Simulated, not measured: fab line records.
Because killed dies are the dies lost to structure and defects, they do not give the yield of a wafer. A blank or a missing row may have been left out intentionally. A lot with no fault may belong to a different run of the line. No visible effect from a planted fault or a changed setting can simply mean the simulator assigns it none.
Which tool was responsible?	flow sky130	15 lots, 45 wafers sampled, at 1 step of a route of 708

## WHAT THE GAUGES SHOWED, per wafer
SKY_METAL2_THK_MEAS_06: measures by xrf. Usual: for METAL2_ALCU_THK the level is 254 nm and the standard deviation is 3.3.
lot	measured	on	METAL2_ALCU_THK (nm)	flag
L493	day 34 04:52	film-metro-02	257 258 258	
L494	day 34 11:05	film-metro-02	257 259 251	
L495	day 34 18:51	film-metro-04	255 250 250	
L497	day 35 12:08	film-metro-03	258 251 255	
L498	day 36 00:56	film-metro-04	249 251 253	
L500	day 36 19:17	film-metro-02	257 248 254	
L501	day 37 04:34	film-metro-03	252 255 253	
L502	day 37 18:18	film-metro-03	258 259 257	
L504	day 38 00:20	film-metro-04	249 246 247	
L507	day 38 09:58	film-metro-04	251 252 249	
L508	day 39 01:11	film-metro-02	255 252 251	
L509	day 39 08:04	film-metro-03	256 258 256	
L513	day 40 00:43	film-metro-02	254 259 257	
L515	day 40 16:33	film-metro-03	259 249 249	
L516	day 41 00:44	film-metro-02	256 255 249	

## TOOL THAT RAN EACH LOT (tool first, then ch and the chambers of the sampled wafers, then the start)
There is no process step in the record ahead of these readings.

## WHAT THE TOOLS THEMSELVES READ (means of the sampled wafers that have a number; where no wafer has one, the mark that the record gives instead)
The record holds no such reading with a usual standard deviation.

## THE ANSWER, worked out from the rows above alone
Rule: a lot counts as off when the mean over its wafers that have a number is more than 3 standard deviations away from the usual mean. Also off: a lot with no number at a reading for which 4 or more lots have one. All remaining lots with rows at the step are treated as sound. First the gauges in route order, then the tools' own readings, where a lot's mean is used as printed above. At the first step where some lot is off, the reading lying furthest off is the one used; lots without a number count as furthest.
No lot is off on any of the readings shown, so nothing can be concluded from this.

## WHAT WAS PUT IN BY THE SIMULATOR
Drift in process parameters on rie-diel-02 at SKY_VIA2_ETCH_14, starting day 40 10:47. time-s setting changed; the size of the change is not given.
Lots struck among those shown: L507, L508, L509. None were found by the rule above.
